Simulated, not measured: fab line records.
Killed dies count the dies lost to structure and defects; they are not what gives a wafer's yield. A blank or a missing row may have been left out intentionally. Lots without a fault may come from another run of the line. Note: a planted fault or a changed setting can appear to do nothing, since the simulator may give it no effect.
What tool caused it? | flow sky130 | 11 lots, 33 wafers sampled, at 2 steps of a route of 708

## WHAT THE GAUGES SHOWED, per wafer
SKY_LI_CONTACT_RS_MEAS_22: measures by four-point-probe.
lot  | measured     | on            | LI_CONTACT_W_RS (ohm/sq)
L634 | day 30 05:32 | film metro-04 | 0.2817 0.2859 0.2849
L641 | day 32 04:55 | film metro-03 | 0.3116 0.3127 0.2862
L643 | day 32 19:34 | film metro-03 | 0.2880 0.3066 0.3060
L645 | day 33 09:15 | film metro-03 | 0.2867 0.2845 0.2884
L648 | day 34 06:50 | film metro-04 | 0.2818 0.2874 0.2805
L649 | day 34 08:55 | film metro-04 | 0.2855 0.2836 0.2817
L652 | day 36 05:22 | film metro-04 | 0.2853 0.2828 0.2814
L653 | day 36 07:25 | film metro-02 | 0.2831 0.2824 0.2788
L650 | day 36 07:43 | film metro-04 | 0.2814 0.2804 0.2781
L654 | day 36 09:31 | film metro-02 | 0.2876 0.2863 0.2833
L655 | day 36 10:55 | film metro-02 | 0.2812 0.2794 0.2792

## EACH LOT AND THE TOOL THAT RAN IT (in order: tool; ch and the chambers of the sampled wafers; start)
lot  | SKY_LI_CONTACT_CVD_21
L634 | cvd w-02 ch 0,1, day 30 05:24
L641 | cvd w-02 ch 0,1, day 32 04:47
L643 | cvd w-02 ch 0,1, day 32 19:26
L645 | cvd w-01 ch 0, day 33 09:07
L648 | cvd w-01 ch 0,1, day 34 06:43
L649 | cvd w-01 ch 0,1, day 34 08:47
L652 | cvd w-02 ch 0,1, day 36 05:14
L653 | cvd w-01 ch 0,1, day 36 07:17
L650 | cvd w-02 ch 0,1, day 36 07:35
L654 | cvd w-02 ch 0,1, day 36 09:22
L655 | cvd w-01 ch 0, day 36 10:47
- SKY_LI_CONTACT_CVD_21: deposits W, target thk 400 nm, time 120.56 s.

## THE ANSWER, worked out from the rows above alone
Rule: what is usual is taken from the lots themselves. The widest of any qualifying gaps counts: lots, ordered by their means at a reading, are off when they make up no more than a third of the lots, leave a main group of 4 or more, and stand apart from it by 3 or more times the standard deviation of that group's means. Not used: any main group whose means are identical at the precision the tables above print for the reading. A lot without any number at a reading at which 4 lots or more have one is off too. Any other lot the step has rows for is counted as sound.
Off: L641, L643, at SKY_LI_CONTACT_RS_MEAS_22 (LI_CONTACT_W_RS). Main group: mean 0.2831 ohm/sq, sd 0.0022.
A tool fits if, at a process step before that reading, it ran every lot that is off, and no sound lot after the first of them. Those tools and the gauges at SKY_LI_CONTACT_RS_MEAS_22 are tried in the same way. Of those tried, none fits.

## WHAT THE SIMULATOR HAD INSERTED
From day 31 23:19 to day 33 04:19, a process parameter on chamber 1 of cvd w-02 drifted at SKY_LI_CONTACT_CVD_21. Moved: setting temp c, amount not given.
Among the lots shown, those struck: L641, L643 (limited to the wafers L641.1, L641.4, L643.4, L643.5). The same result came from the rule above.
